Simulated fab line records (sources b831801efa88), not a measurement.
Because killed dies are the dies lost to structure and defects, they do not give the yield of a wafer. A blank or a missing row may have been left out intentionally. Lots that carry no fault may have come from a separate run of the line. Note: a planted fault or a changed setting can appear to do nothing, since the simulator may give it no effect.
fab line records	flow sky130
record lots=7	wafers=21	lastDay=50
route steps=708 shown METAL4@598 CAP2M@603 PAD_OPEN@708
lots that met no fault: from a run of the same line without faults
startH: the number of hours between the record's first day and the start of the first shown wafer of the lot	waitH: hours elapsed since this lot's preceding step	" the same as in the row above	L1.1+2: a single row standing in for several wafers	- no value, or no start was given	* or withheld: withheld	< > ~ a bound
route shown NAME@n: names a module that has steps shown in the file, with the first one's number in the route	usual: the fault-free wafers' mean and standard deviation	same: alike in all rows	chamber/n: place in a boat	sites: the reading at each site	_std_site: their standard deviation	_edge_site: inner sites' mean taken away from outer sites' mean	radiusMm: how far each site lies from the wafer's centre	mask NAME#n: copy n	behind: the last tool/chamber to shape the wafer	hold: what put the lot on hold/how long, in hours/how the hold closed	device: names the non-switching transistor (n, p or np)	end of line: the tests these same wafers got at the end of their route	step lacking rows: just its recipe	killed: dies that structure and defects cost at the first sort, which is not the same as the wafer's yield	map: a wafer's dies, marking killed ones x, the rest . and places with no die _
set.NAME: the setting the step ran with; set.NAME@STEP: the setting that earlier step ran with	model.NAME: the simulator's own value behind a step, which no gauge read
lots at some steps of the route; a table a step, a row a wafer
services: from which hour (startH, from the record's first day; less than 0 if before it) a tool's chamber was out of use, for how many hours, and why
## steps
# step SKY_METAL4_SPUTTER_00
# recipe material=Ti	targetThkNm=15	powerW=3000	timeS=10	chamberPressurePa=0.4
# usual chamberPressurePa=0.4000/0.00084	throttleValvePct=29.7/0.87
lot.wafer	tool	chamber	startH	waitH	chamberPressurePa	throttleValvePct
L537.2	pvdSputter-03	-	942.77	0.1	0.3998	28.7
L537.3	"	-	"	"	0.4004	28.9
L537.4	"	-	"	"	0.3988	28.7
L547.1	pvdSputter-01	-	1018.40	0.2	0.4009	29.8
L547.2	"	-	"	"	0.4007	29.4
L547.4	"	-	"	"	0.3990	29.5
L548.3	pvdSputter-01	-	1023.21	0.1	0.3994	30.4
L548.5	"	-	"	"	0.4006	29.3
L548.6	"	-	"	"	0.3989	29.6
L549.2	pvdSputter-02	-	1023.93	0.1	0.4007	31.4
L549.5	"	-	"	"	0.3998	31.6
L549.6	"	-	"	"	0.3995	31.1
L554.2	pvdSputter-02	-	1048.57	0.1	0.3993	30.3
L554.4	"	-	"	"	0.4000	31.3
L554.6	"	-	"	"	0.3988	29.7
L557.1	pvdSputter-03	-	1070.47	0.1	0.4015	28.6
L557.2	"	-	"	"	0.4004	29.1
L557.5	"	-	"	"	0.3989	28.8
L559.1	pvdSputter-02	-	1086.17	0.2	0.4000	31.4
L559.4	"	-	"	"	0.4001	31.3
L559.6	"	-	"	"	0.4008	29.7
# step SKY_METAL4_SPUTTER_01
# recipe material=TiN	targetThkNm=20	powerW=6500	timeS=16.7	chamberPressurePa=0.4
# step SKY_METAL4_SPUTTER_02
# recipe material=AlCu	targetThkNm=735	powerW=10600	timeS=39.1	chamberPressurePa=0.4
# usual chamberPressurePa=0.4001/0.00085	throttleValvePct=29.7/0.84
lot.wafer	tool	chamber	startH	waitH	chamberPressurePa	throttleValvePct
L537.2	pvdSputter-03	-	942.81	0.0	0.3997	28.9
L537.3	"	-	"	"	0.3992	28.8
L537.4	"	-	"	"	0.3986	28.6
L547.1	pvdSputter-01	-	1018.45	0.0	0.3995	29.6
L547.2	"	-	"	"	0.4004	29.6
L547.4	"	-	"	"	0.4008	29.4
L548.3	pvdSputter-01	-	1023.26	0.0	0.3999	29.9
L548.5	"	-	"	"	0.4004	29.3
L548.6	"	-	"	"	0.4009	29.6
L549.2	pvdSputter-02	-	1023.98	0.0	0.3998	31.1
L549.5	"	-	"	"	0.4007	31.4
L549.6	"	-	"	"	0.4018	31.0
L554.2	pvdSputter-02	-	1048.62	0.0	0.4002	30.4
L554.4	"	-	"	"	0.4005	31.3
L554.6	"	-	"	"	0.4002	29.6
L557.1	pvdSputter-03	-	1070.51	0.0	0.3995	28.9
L557.2	"	-	"	"	0.3987	28.8
L557.5	"	-	"	"	0.4011	28.9
L559.1	pvdSputter-02	-	1086.22	0.0	0.4006	31.0
L559.4	"	-	"	"	0.3994	31.2
L559.6	"	-	"	"	0.3989	29.6
# step SKY_METAL4_SPUTTER_03
# recipe material=Ti	targetThkNm=5	powerW=3000	timeS=3.3	chamberPressurePa=0.4
# usual chamberPressurePa=0.4000/0.00076	throttleValvePct=29.7/0.84
lot.wafer	tool	chamber	startH	waitH	chamberPressurePa	throttleValvePct
L537.2	pvdSputter-03	-	942.85	0.0	0.3997	28.6
L537.3	"	-	"	"	0.4006	28.7
L537.4	"	-	"	"	0.3999	28.6
L547.1	pvdSputter-01	-	1018.48	0.0	0.4008	29.8
L547.2	"	-	"	"	0.4004	29.7
L547.4	"	-	"	"	0.4000	29.3
L548.3	pvdSputter-01	-	1023.29	0.0	0.4002	29.7
L548.5	"	-	"	"	0.3995	29.2
L548.6	"	-	"	"	0.3995	29.4
L549.2	pvdSputter-02	-	1024.02	0.0	0.4005	30.8
L549.5	"	-	"	"	0.3995	31.2
L549.6	"	-	"	"	0.3995	30.9
L554.2	pvdSputter-02	-	1048.66	0.0	0.3986	30.5
L554.4	"	-	"	"	0.3989	31.3
L554.6	"	-	"	"	0.4001	29.6
L557.1	pvdSputter-03	-	1070.55	0.0	0.4005	28.8
L557.2	"	-	"	"	0.3994	29.0
L557.5	"	-	"	"	0.4010	28.7
L559.1	pvdSputter-02	-	1086.26	0.0	0.4001	31.3
L559.4	"	-	"	"	0.4000	31.0
L559.6	"	-	"	"	0.3996	29.8
# step SKY_METAL4_SPUTTER_04
# recipe material=TiN	targetThkNm=70	powerW=6500	timeS=58.3	chamberPressurePa=0.4
# step SKY_CAP2M_CVD_00
# recipe material=SiO2	targetThkNm=15.5	tempC=400	timeS=withheld	rfW=450
# usual heaterPowerW=730/86
lot.wafer	tool	chamber	startH	waitH	heaterPowerW
L537.2	pecvd-02	2	942.92	0.0	854
L537.3	"	0	"	"	752
L537.4	"	2	"	"	888
L547.1	pecvd-01	2	1018.55	0.0	546
L547.2	"	1	"	"	602
L547.4	"	2	"	"	539
L548.3	pecvd-02	0	1023.38	0.0	707
L548.5	"	0	"	"	698
L548.6	"	0	"	"	709
L549.2	pecvd-01	1	1024.09	0.0	533
L549.5	"	1	"	"	520
L549.6	"	2	"	"	455
L554.2	pecvd-04	0	1048.73	0.0	787
L554.4	"	0	"	"	786
L554.6	"	2	"	"	721
L557.1	pecvd-01	2	1070.62	0.0	574
L557.2	"	0	"	"	871
L557.5	"	0	"	"	884
L559.1	pecvd-04	1	1086.33	0.0	680
L559.4	"	1	"	"	680
L559.6	"	0	"	"	798
# step SKY_CAP2M_THK_MEAS_01
# recipe reads=SiO2_of_CAP2M_CVD_00
# usual CAP2M_CVD_00_THK=15.57/0.3
lot.wafer	tool	chamber	startH	waitH	CAP2M_CVD_00_THK[nm]
L537.2	filmMetro-04	-	942.95	-	15.62
L537.3	"	-	"	"	15.51
L537.4	"	-	"	"	15.86
L547.1	filmMetro-03	-	1018.57	-	15.48
L547.2	"	-	"	"	15.31
L547.4	"	-	"	"	15.42
L548.3	filmMetro-03	-	1023.45	-	15.66
L548.5	"	-	"	"	15.92
L548.6	"	-	"	"	15.88
L549.2	filmMetro-03	-	1024.12	-	15.35
L549.5	"	-	"	"	15.63
L549.6	"	-	"	"	15.58
L554.2	filmMetro-03	-	1048.76	-	15.80
L554.4	"	-	"	"	15.91
L554.6	"	-	"	"	15.74
L557.1	filmMetro-01	-	1070.64	-	15.42
L557.2	"	-	"	"	15.45
L557.5	"	-	"	"	15.77
L559.1	filmMetro-04	-	1086.35	-	15.78
L559.4	"	-	"	"	15.80
L559.6	"	-	"	"	16.03
# step SKY_CAP2M_SPUTTER_02
# recipe material=TiN	targetThkNm=200	tempC=300	powerW=6500	timeS=166.7	chamberPressurePa=0.4
# usual chamberPressurePa=0.3999/0.00085	throttleValvePct=29.3/0.56
lot.wafer	tool	chamber	startH	waitH	chamberPressurePa	throttleValvePct
L537.2	pvdSputter-01	-	943.00	0.0	0.4019	29.0
L537.3	"	-	"	"	0.4005	30.1
L537.4	"	-	"	"	0.4008	30.0
L547.1	pvdSputter-04	-	1018.63	0.1	0.3993	29.1
L547.2	"	-	"	"	0.4001	29.3
L547.4	"	-	"	"	0.4001	28.7
L548.3	pvdSputter-03	-	1023.49	0.0	0.4006	29.0
L548.5	"	-	"	"	0.4004	29.0
L548.6	"	-	"	"	0.3995	28.8
L549.2	pvdSputter-04	-	1024.17	0.0	0.4011	28.9
L549.5	"	-	"	"	0.4021	29.1
L549.6	"	-	"	"	0.3999	28.7
L554.2	pvdSputter-01	-	1048.81	0.0	0.3994	29.5
L554.4	"	-	"	"	0.3994	30.1
L554.6	"	-	"	"	0.4005	29.8
L557.1	pvdSputter-03	-	1070.70	0.1	0.4002	29.1
L557.2	"	-	"	"	0.3994	28.7
L557.5	"	-	"	"	0.4005	28.7
L559.1	pvdSputter-01	-	1086.41	0.1	0.3982	29.8
L559.4	"	-	"	"	0.4015	29.4
L559.6	"	-	"	"	0.4009	29.8
# step SKY_CAP2M_RS_MEAS_03
# recipe thkMeasGauge=four-point-probe	reads=TiN_of_CAP2M_SPUTTER_02
# usual CAP2M_TIN_RS=6.94/0.11
lot.wafer	tool	chamber	startH	waitH	CAP2M_TIN_RS[ohm/sq]
L537.2	filmMetro-03	-	943.13	0.1	6.89
L537.3	"	-	"	"	6.97
L537.4	"	-	"	"	6.89
L547.1	filmMetro-04	-	1018.74	0.1	6.99
L547.2	"	-	"	"	7.12
L547.4	"	-	"	"	6.94
L548.3	filmMetro-01	-	1023.64	0.1	6.93
L548.5	"	-	"	"	6.93
L548.6	"	-	"	"	6.92
L549.2	filmMetro-01	-	1024.30	0.1	6.90
L549.5	"	-	"	"	6.83
L549.6	"	-	"	"	6.83
L554.2	filmMetro-04	-	1048.94	0.1	6.94
L554.4	"	-	"	"	7.06
L554.6	"	-	"	"	6.88
L557.1	filmMetro-04	-	1070.81	0.1	6.93
L557.2	"	-	"	"	6.87
L557.5	"	-	"	"	6.75
L559.1	filmMetro-03	-	1086.52	0.1	6.88
L559.4	"	-	"	"	6.84
L559.6	"	-	"	"	6.78
# step SKY_CAP2M_THK_MEAS_04
# recipe thkMeasGauge=xrf	reads=TiN_of_CAP2M_SPUTTER_02
# usual CAP2M_TIN_THK=199/3.1
lot.wafer	tool	chamber	startH	waitH	CAP2M_TIN_THK[nm]
L537.2	filmMetro-03	-	943.24	0.1	201
L537.3	"	-	"	"	199
L537.4	"	-	"	"	201
L547.1	filmMetro-04	-	1018.86	0.1	198
L547.2	"	-	"	"	193
L547.4	"	-	"	"	198
L548.3	filmMetro-01	-	1023.74	0.1	199
L548.5	"	-	"	"	200
L548.6	"	-	"	"	200
L549.2	filmMetro-01	-	1024.41	0.1	200
L549.5	"	-	"	"	202
L549.6	"	-	"	"	202
L554.2	filmMetro-04	-	1049.05	0.1	199
L554.4	"	-	"	"	194
L554.6	"	-	"	"	199
L557.1	filmMetro-04	-	1070.93	0.1	199
L557.2	"	-	"	"	200
L557.5	"	-	"	"	203
L559.1	filmMetro-03	-	1086.64	0.1	200
L559.4	"	-	"	"	201
L559.6	"	-	"	"	203
# step SKY_CAP2M_DEHYDRATE_05
# recipe tempC=200	timeS=60
# step SKY_CAP2M_HMDS_06
# recipe primeTimeS=60	primeTempC=120
# step SKY_CAP2M_COAT_07
# recipe resist=NOVOLAK	spinRpm=3000	resistThkNm=1140
# usual spinSpeedRpm=2999.8/1.8
lot.wafer	tool	chamber	startH	waitH	spinSpeedRpm	model.NOVOLAK_of_CAP2M_COAT_07.thkNm
L537.2	lithoTrack-03	0	954.43	0.1	2996.6	1141
L537.3	"	0	"	"	2996.6	1141
L537.4	"	0	"	"	2999.9	1138
L547.1	lithoTrack-03	0	1029.40	0.1	2712.8	1199
L547.2	"	0	"	"	2711.9	1200
L547.4	"	0	"	"	2712.5	1198
L548.3	lithoTrack-03	0	1034.55	0.1	2713.7	1198
L548.5	"	0	"	"	2712.5	1198
L548.6	"	0	"	"	2715.3	1199
L549.2	lithoTrack-03	0	1035.13	0.1	2714.4	1201
L549.5	"	0	"	"	2712.2	1201
L549.6	"	0	"	"	2713.9	1203
L554.2	lithoTrack-01	0	1059.43	0.1	2998.8	1141
L554.4	"	0	"	"	3000.9	1140
L554.6	"	0	"	"	2996.6	1139
L557.1	lithoTrack-01	0	1081.06	0.1	3002.7	1145
L557.2	"	0	"	"	2997.2	1148
L557.5	"	0	"	"	3000.0	1144
L559.1	lithoTrack-02	0	1096.35	0.1	2999.1	1137
L559.4	"	0	"	"	2995.9	1140
L559.6	"	0	"	"	3003.1	1135
# step SKY_CAP2M_SOFTBAKE_08
# recipe tempC=90	timeS=60	resist=NOVOLAK
# step SKY_CAP2M_EXPOSE_09
# recipe maskId=CAP2M	na=0.6	sourceShape=conventional	sigmaOuter=0.6	polarization=unpolarized	targetCdNm=1000	doseMj=159
# step SKY_CAP2M_PEB_10
# recipe tempC=withheld	timeS=*	resist=NOVOLAK
# step SKY_CAP2M_DEVELOP_11
# recipe resist=NOVOLAK	developer=TMAH	developTimeS=60	devTempC=23
# step SKY_CAP2M_OVL_MEAS_12
# usual CAP2M_OVL=-1.0/1.6
lot.wafer	tool	chamber	startH	waitH	CAP2M_OVL[nm]
L537.2	overlay-02	-	966.30	0.1	-1.1
L537.3	"	-	"	"	-0.4
L537.4	"	-	"	"	-0.5
L547.1	overlay-02	-	1040.85	0.1	-1.3
L547.2	"	-	"	"	-0.1
L547.4	"	-	"	"	-0.8
L548.3	overlay-02	-	1046.11	0.1	-2.6
L548.5	"	-	"	"	-0.6
L548.6	"	-	"	"	-1.5
L549.2	overlay-02	-	1046.51	0.1	-2.2
L549.5	"	-	"	"	-1.6
L549.6	"	-	"	"	-0.9
L554.2	overlay-02	-	1069.31	0.1	-3.6
L554.4	"	-	"	"	-0.7
L554.6	"	-	"	"	-1.8
L557.1	overlay-02	-	1091.80	0.1	-0.1
L557.2	"	-	"	"	-1.2
L557.5	"	-	"	"	-1.1
L559.1	overlay-01	-	1106.41	0.1	-3.5
L559.4	"	-	"	"	-4.6
L559.6	"	-	"	"	-3.8
# step SKY_CAP2M_METAL_ETCH_13
# recipe targetDepthNm=220	stopOn=SiO2	chemistry=Cl2/BCl3	target=TiN	pressureMtorr=10	icpW=900	biasW=48.5	Cl2_flow_sccm=60	bcl3FlowSccm=30	timeS=62.9
# usual drypumpMotorCurrentA=5.31/0.23	mfcCl2Sccm=59.98/0.18	oesProductAu=0.938/0.0099	throttleValvePct=21.904/0.011
lot.wafer	tool	chamber	startH	waitH	drypumpMotorCurrentA	mfcCl2Sccm	oesProductAu	rfHoursCounterH	throttleValvePct	model.NOVOLAK_of_CAP2M_COAT_07.thkNm	model.CAP2M.cdNm
L537.2	rieMetal-02	0	966.33	0.0	5.37	59.99	0.946	1	21.896	991.1	998.2
L537.3	"	0	"	"	5.39	59.94	0.938	-	21.898	990.7	999.6
L537.4	"	1	"	"	5.34	59.68	0.946	-	21.897	988.3	1001
L547.1	rieMetal-04	0	1040.89	0.0	5.12	60.13	0.933	7	21.899	1053	1004
L547.2	"	0	"	"	5.13	60.09	0.926	-	21.917	1053	1006
L547.4	"	0	"	"	5.12	60.05	0.938	-	21.907	1052	1005
L548.3	rieMetal-04	0	1046.21	0.1	5.14	59.41	0.945	-	21.906	1051	1008
L548.5	"	0	"	"	5.16	59.58	0.948	-	21.909	1051	1007
L548.6	"	0	"	"	5.14	59.68	0.944	-	21.919	1052	1010
L549.2	rieMetal-02	0	1046.54	0.0	5.38	59.79	0.933	5	21.912	1050	1002
L549.5	"	0	"	"	5.38	59.81	0.947	-	21.897	1050	1005
L549.6	"	1	"	"	5.32	59.99	0.953	-	21.889	1053	1006
L554.2	rieMetal-02	1	1069.34	0.0	5.32	59.97	0.942	20	21.909	990.7	1003
L554.4	"	0	"	"	5.38	60.04	0.929	-	21.898	989.2	998.5
L554.6	"	0	"	"	5.39	60.06	0.945	-	21.891	987.8	999.9
L557.1	rieMetal-02	0	1091.83	0.0	5.36	59.99	0.945	8	21.895	993.9	1002
L557.2	"	1	"	"	5.29	59.92	0.946	22	21.892	999.2	1002
L557.5	"	0	"	"	5.38	60.26	0.954	-	21.895	994.4	1002
L559.1	rieMetal-04	0	1106.44	0.0	5.13	59.98	0.942	11	21.893	990.2	1001
L559.4	"	1	"	"	5.07	60.10	0.937	-	21.899	996.7	999.9
L559.6	"	1	"	"	5.06	59.98	0.951	-	21.900	991.6	997.4
# step SKY_CAP2M_STRIP_14
# recipe chemistry=O2/N2	powerW=1400	pressureMtorr=1500	platenTempC=withheld	o2FlowSccm=3000	n2FlowSccm=300	overashFraction=0.5
# usual drypumpMotorCurrentA=5.56/0.25	oesProductAu=0.710/0.0044	stripTimeToEndpointS=12.65/0.053
lot.wafer	tool	chamber	startH	waitH	drypumpMotorCurrentA	oesProductAu	rfHoursCounterH	stripTimeToEndpointS
L537.2	plasmaAsher-04	0	966.41	0.1	5.88	0.707	56	12.62
L537.3	"	0	"	"	5.87	0.712	-	12.63
L537.4	"	1	"	"	6.00	0.708	-	12.60
L547.1	plasmaAsher-03	1	1041.04	0.1	5.75	0.708	115	13.27
L547.2	"	0	"	"	5.37	0.710	115	13.26
L547.4	"	0	"	"	5.37	0.710	-	13.24
L548.3	plasmaAsher-03	0	1046.38	0.1	5.36	0.713	-	13.23
L548.5	"	1	"	"	5.75	0.712	-	13.24
L548.6	"	0	"	"	5.35	0.709	-	13.25
L549.2	plasmaAsher-02	1	1046.62	0.1	5.37	0.711	94	13.23
L549.5	"	0	"	"	5.29	0.710	-	13.22
L549.6	"	1	"	"	5.36	0.701	-	13.27
L554.2	plasmaAsher-03	0	1069.42	0.1	5.37	0.706	1	12.63
L554.4	"	1	"	"	5.76	0.715	-	12.61
L554.6	"	1	"	"	5.74	0.711	-	12.58
L557.1	plasmaAsher-03	1	1091.91	0.1	5.72	0.712	3	12.67
L557.2	"	0	"	"	5.34	0.708	3	12.74
L557.5	"	1	"	"	5.75	0.715	-	12.67
L559.1	plasmaAsher-03	1	1106.52	0.1	5.75	0.722	4	12.61
L559.4	"	0	"	"	5.38	0.704	-	12.68
L559.6	"	0	"	"	5.38	0.716	-	12.64
# step SKY_CAP2M_STRIP_15
# recipe chemistry=postEtchResidueRemover	timeS=1200	tempC=72.5
# step SKY_PAD_OPEN_PROBE_99
# usual defectLimitedYield=82.3/2	killed_at_M0_to_M3=43/7	killed_at_M4_up=3.5/1.9	killedAtContacts=24/5.3	killedAtFrontEnd=15/4.4	killedAtOther=0.3/0.69	killedDies=87/9.7	killedOpen=48/7	killedShort=39/6.4	sort_bin_3_pad_short=0.9/0.46	sort_bin_5_function=10.5/1.4	sort_bin_6_memory=6.3/1.2	sortNPass=405/9.7	sortYieldPct=82.3/2
# same grossDies=492	killedAtBackSide=0	sort_bin_4_leakage[%]=0	sort_bin_8_speed[%]=0
lot.wafer	tool	chamber	startH	waitH	defectLimitedYield[%]	killed_at_M0_to_M3	killed_at_M4_up	killedAtContacts	killedAtFrontEnd	killedAtOther	killedDies	killedOpen	killedShort	sort_bin_3_pad_short[%]	sort_bin_5_function[%]	sort_bin_6_memory[%]	sortNPass	sortYieldPct[%]
L549.2	prober-01	-	1154.42	0.1	80.5	54	4	25	13	0	96	53	42	1.2	10.0	8.3	396	80.5
L549.5	prober-01	-	1154.57	0.2	79.7	56	4	24	16	0	100	61	38	0.8	11.4	8.1	392	79.7
L549.6	prober-01	-	1154.62	0.2	81.9	55	3	17	14	0	89	52	36	0.8	9.6	7.7	403	81.9
L554.2	prober-01	-	1171.42	0.1	83.9	34	0	23	22	0	79	40	39	1.2	7.1	7.7	413	83.9
L554.4	prober-01	-	1171.52	0.2	85.6	35	2	24	10	0	71	43	28	0.2	9.8	4.5	421	85.6
L554.6	prober-01	-	1171.62	0.2	83.7	35	2	27	16	0	80	40	40	0.8	8.9	6.5	412	83.7
# killed by level:class
L549.2 VIA2:geometricParticle:open=11 VIA1:geometricParticle:open=11 CONTACT:geometricParticle:short=7 VIA1:geometricParticle:short=7 LI_CONTACT:geometricParticle:open=6 LOCAL_INTERCONNECT:geometricParticle:short=5 CONTACT:geometricParticle:open=5 METAL1:geometricParticle:short=5
L549.5 VIA1:geometricParticle:open=12 VIA3:geometricParticle:open=12 CONTACT:geometricParticle:open=11 METAL1:geometricParticle:short=7 METAL2:geometricParticle:short=6 VIA1:geometricParticle:short=6 VIA2:geometricParticle:open=6 FIELD_ISO:geometricParticle:open=4
L549.6 VIA1:geometricParticle:open=16 CONTACT:geometricParticle:open=9 VIA3:geometricParticle:open=7 VIA2:geometricParticle:open=6 VIA3:geometricParticle:short=6 METAL2:geometricParticle:short=4 METAL3:geometricParticle:short=4 FIELD_ISO:geometricParticle:open=3
L554.2 FIELD_ISO:geometricParticle:short=9 LI_CONTACT:geometricParticle:open=8 CONTACT:geometricParticle:open=7 VIA3:geometricParticle:open=6 METAL1:geometricParticle:short=5 VIA2:geometricParticle:open=5 POLY_GATE:geometricParticle:short=4 LI_CONTACT:geometricParticle:short=3
L554.4 CONTACT:geometricParticle:open=10 VIA1:geometricParticle:open=9 VIA3:geometricParticle:open=8 METAL1:geometricParticle:short=7 LI_CONTACT:geometricParticle:open=6 CONTACT:geometricParticle:short=5 VIA2:geometricParticle:open=4 FIELD_ISO:geometricParticle:open=3
L554.6 LI_CONTACT:geometricParticle:open=9 LOCAL_INTERCONNECT:geometricParticle:short=9 VIA1:geometricParticle:open=9 METAL1:geometricParticle:short=8 VIA3:geometricParticle:open=5 FIELD_ISO:geometricParticle:open=5 METAL2:geometricParticle:short=4 POLY_GATE:geometricParticle:open=3
## services
tool	chamber	startH	hours	kind
pvdSputter-03	2	941.52	-	consumableReplace:kit
pvdSputter-03	2	941.52	18.0	scheduledDown
pvdSputter-03	2	941.52	18.0	ventCycle
plasmaAsher-03	-	953.65	2.6	repair
plasmaAsher-03	-	965.28	2.8	repair
pecvd-04	-	995.75	2.7	repair
pvdSputter-01	1	1000.21	-	consumableReplace:kit
pvdSputter-01	1	1000.21	18.0	scheduledDown
pvdSputter-01	1	1000.21	18.0	ventCycle
pecvd-04	2	1009.26	23.5	repair
rieMetal-02	0	1034.19	5.0	repair
pvdSputter-03	1	1053.74	-	consumableReplace:kit
plasmaAsher-03	-	1055.25	9.0	pm
pecvd-02	2	1057.56	5.0	repair
pecvd-02	-	1067.02	6.0	pm
pvdSputter-01	-	1069.15	3.0	repair
pvdSputter-04	-	1070.49	1.3	repair
pvdSputter-03	-	1072.75	3.6	repair
pvdSputter-02	-	1075.46	5.2	repair
plasmaAsher-04	-	1083.95	14.6	pm
pecvd-02	-	1089.03	2.8	pm
rieMetal-04	1	1094.44	3.6	repair
pecvd-01	-	1100.43	1.4	repair
pecvd-04	-	1103.43	5.5	pm
## key
firstSign step=SKY_CAP2M_COAT_07	reading=spinSpeedRpm	direction=down	sigmas=99+	usual=2999.8	struck=2713.2
effect step=SKY_CAP2M_STRIP_14	reading=stripTimeToEndpointS	direction=up	sigmas=11	usual=*	struck=*
modelEffect step=SKY_CAP2M_COAT_07	value=NOVOLAK_of_CAP2M_COAT_07.thkNm	without=1141	struck=1200
modelEffect step=SKY_CAP2M_METAL_ETCH_13	value=NOVOLAK_of_CAP2M_COAT_07.thkNm	without=992.8	struck=1052
metAt SKY_CAP2M_COAT_07
struckWafers L547.1,L547.2,L547.4,L548.3,L548.5,L548.6,L549.2,L549.5,L549.6
onsetBetween 954.43 1029.40
fault kind=processParameterDrift	tool=lithoTrack-03	chamber=-	onsetH=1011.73	steps=SKY_CAP2M_COAT_07	channel=spinRpm	offset=-287.52	shape=step	endH=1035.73	actsIn=theseRecipesOnly	stated=3000
